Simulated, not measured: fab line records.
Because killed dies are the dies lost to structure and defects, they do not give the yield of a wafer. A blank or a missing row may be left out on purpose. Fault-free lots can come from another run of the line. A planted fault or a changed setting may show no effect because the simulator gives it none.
What tool caused it? :: flow gf180mcu :: 42 wafers from 14 lots sampled at 3 of the route's 602 steps

## WHAT THE GAUGES READ, wafer by wafer
GF_DUAL_GATE_THK_MEAS_03. Usual: DUAL_GATE_OXIDATION_00_THK typically reads 10.72 nm, with standard deviation 0.19.
lot: L978
measured: day 7 16:15
on: film_metro-02
DUAL_GATE_OXIDATION_00_THK (nm): 11.00 10.84 10.92
flag: 

lot: L981
measured: day 8 14:17
on: film_metro-02
DUAL_GATE_OXIDATION_00_THK (nm): 11.22 11.23 10.99
flag: 

lot: L982
measured: day 8 22:17
on: film_metro-04
DUAL_GATE_OXIDATION_00_THK (nm): 10.76 10.64 10.62
flag: 

lot: L983
measured: day 9 05:59
on: film_metro-04
DUAL_GATE_OXIDATION_00_THK (nm): 10.76 10.94 10.74
flag: 

lot: L985
measured: day 10 00:40
on: film_metro-01
DUAL_GATE_OXIDATION_00_THK (nm): 10.30 10.39 10.58
flag: 

lot: L986
measured: day 10 05:34
on: film_metro-01
DUAL_GATE_OXIDATION_00_THK (nm): 10.71 10.57 10.73
flag: 

lot: L991
measured: day 11 11:56
on: film_metro-04
DUAL_GATE_OXIDATION_00_THK (nm): 10.49 10.43 10.38
flag: 

lot: L992
measured: day 11 20:52
on: film_metro-01
DUAL_GATE_OXIDATION_00_THK (nm): 10.90 10.79 10.75
flag: 

lot: L993
measured: day 12 01:46
on: film_metro-01
DUAL_GATE_OXIDATION_00_THK (nm): 10.46 10.57 10.63
flag: 

lot: L995
measured: day 12 13:58
on: film_metro-01
DUAL_GATE_OXIDATION_00_THK (nm): 10.61 10.77 10.79
flag: 

lot: L997
measured: day 13 03:02
on: film_metro-04
DUAL_GATE_OXIDATION_00_THK (nm): 10.93 10.77 10.89
flag: 

lot: L998
measured: day 13 09:58
on: film_metro-04
DUAL_GATE_OXIDATION_00_THK (nm): 10.67 10.65 10.48
flag: 

lot: L999
measured: day 13 16:53
on: film_metro-01
DUAL_GATE_OXIDATION_00_THK (nm): 10.76 10.76 10.77
flag: 

lot: L100
measured: day 14 00:24
on: film_metro-02
DUAL_GATE_OXIDATION_00_THK (nm): 10.71 10.68 10.75
flag: 

GF_DUAL_GATE_OVL_MEAS_11. Usual: DUAL_GATE_OVL typically reads -1.1 nm, with standard deviation 1.5.
lot: L978
measured: day 8 08:53
on: overlay-01
DUAL_GATE_OVL (nm): 0.6 1.3 0.6
flag: 

lot: L981
measured: day 9 06:53
on: overlay-02
DUAL_GATE_OVL (nm): -1.4 -1.4 0.1
flag: 

lot: L982
measured: day 9 15:05
on: overlay-01
DUAL_GATE_OVL (nm): -1.1 -1.8 -2.2
flag: 

lot: L983
measured: day 9 23:20
on: overlay-02
DUAL_GATE_OVL (nm): -0.4 -1.3 -1.4
flag: 

lot: L985
measured: day 10 18:32
on: overlay-02
DUAL_GATE_OVL (nm): 2.5 1.3 -0.2
flag: 

lot: L986
measured: day 11 00:09
on: overlay-02
DUAL_GATE_OVL (nm): 0.9 1.3 1.3
flag: 

lot: L991
measured: day 12 07:20
on: overlay-02
DUAL_GATE_OVL (nm): -0.6 -0.6 -1.6
flag: 

lot: L992
measured: day 12 15:56
on: overlay-02
DUAL_GATE_OVL (nm): -0.6 -1.0 -0.6
flag: 

lot: L993
measured: day 12 20:47
on: overlay-01
DUAL_GATE_OVL (nm): -1.7 -2.7 -2.1
flag: 

lot: L995
measured: day 13 09:59
on: overlay-01
DUAL_GATE_OVL (nm): -1.4 -0.1 0.8
flag: 

lot: L997
measured: day 13 23:35
on: overlay-01
DUAL_GATE_OVL (nm): -1.3 0.1 -1.0
flag: 

lot: L998
measured: day 14 06:08
on: overlay-01
DUAL_GATE_OVL (nm): -2.1 -2.7 -3.2
flag: 

lot: L999
measured: day 14 13:14
on: overlay-01
DUAL_GATE_OVL (nm): -0.6 -1.8 0.7
flag: 

lot: L100
measured: day 14 20:59
on: overlay-02
DUAL_GATE_OVL (nm): -0.4 -1.0 -0.4
flag: 

GF_POLY_GATE_OVL_MEAS_11. Usual: POLY_GATE_OVL typically reads -1 nm, with standard deviation 5.4.
lot: L978
measured: day 9 06:03
on: overlay-01
POLY_GATE_OVL (nm): 0 0 0
flag: 

lot: L981
measured: day 10 05:58
on: overlay-02
POLY_GATE_OVL (nm): 7 4 8
flag: 

lot: L982
measured: day 10 11:57
on: overlay-02
POLY_GATE_OVL (nm): -8 2 3
flag: 

lot: L983
measured: day 10 23:01
on: overlay-01
POLY_GATE_OVL (nm): 1 0 0
flag: 

lot: L985
measured: day 11 17:50
on: overlay-01
POLY_GATE_OVL (nm): 4 5 4
flag: 

lot: L986
measured: day 12 00:22
on: overlay-01
POLY_GATE_OVL (nm): -3 -2 -9
flag: 

lot: L991
measured: day 13 08:21
on: overlay-02
POLY_GATE_OVL (nm): 0 6 11
flag: 

lot: L992
measured: day 13 15:38
on: overlay-01
POLY_GATE_OVL (nm): 5 -1 -1
flag: 

lot: L993
measured: day 13 21:24
on: overlay-02
POLY_GATE_OVL (nm): -11 -9 -10
flag: 

lot: L995
measured: day 14 09:29
on: overlay-02
POLY_GATE_OVL (nm): 2 -1 -3
flag: 

lot: L997
measured: day 15 00:16
on: overlay-02
POLY_GATE_OVL (nm): -7 -4 -9
flag: 

lot: L998
measured: day 15 08:00
on: overlay-02
POLY_GATE_OVL (nm): 2 3 0
flag: 

lot: L999
measured: day 15 14:37
on: overlay-02
POLY_GATE_OVL (nm): -1 3 1
flag: 

lot: L100
measured: day 15 22:05
on: overlay-02
POLY_GATE_OVL (nm): -3 -11 3
flag: 

## EACH LOT AND THE TOOL THAT RAN IT (in order: tool; ch and the chambers of the sampled wafers; start)
Before these readings, the record contains no process step.

## WHAT THE TOOLS THEMSELVES READ (means of the sampled wafers that have a number; where no wafer has one, the mark that the record gives instead)
The record holds no such reading with a usual standard deviation.

## THE ANSWER, worked out from the rows above alone
Rule: a lot counts as off when the mean over its wafers that have a number is more than 3 standard deviations away from the usual mean. Also off: a lot with no number at a reading for which 4 or more lots have one. Any other lot the step has rows for is counted as sound. Order of review: gauges by route order, followed by the tools' own readings, for which a lot's mean as printed above is used. At the first step where some lot is off, the reading lying furthest off is the one used; lots without a number count as furthest.
Nothing can be told from this: no lot is off at any reading shown.

## WHAT WAS PUT IN BY THE SIMULATOR
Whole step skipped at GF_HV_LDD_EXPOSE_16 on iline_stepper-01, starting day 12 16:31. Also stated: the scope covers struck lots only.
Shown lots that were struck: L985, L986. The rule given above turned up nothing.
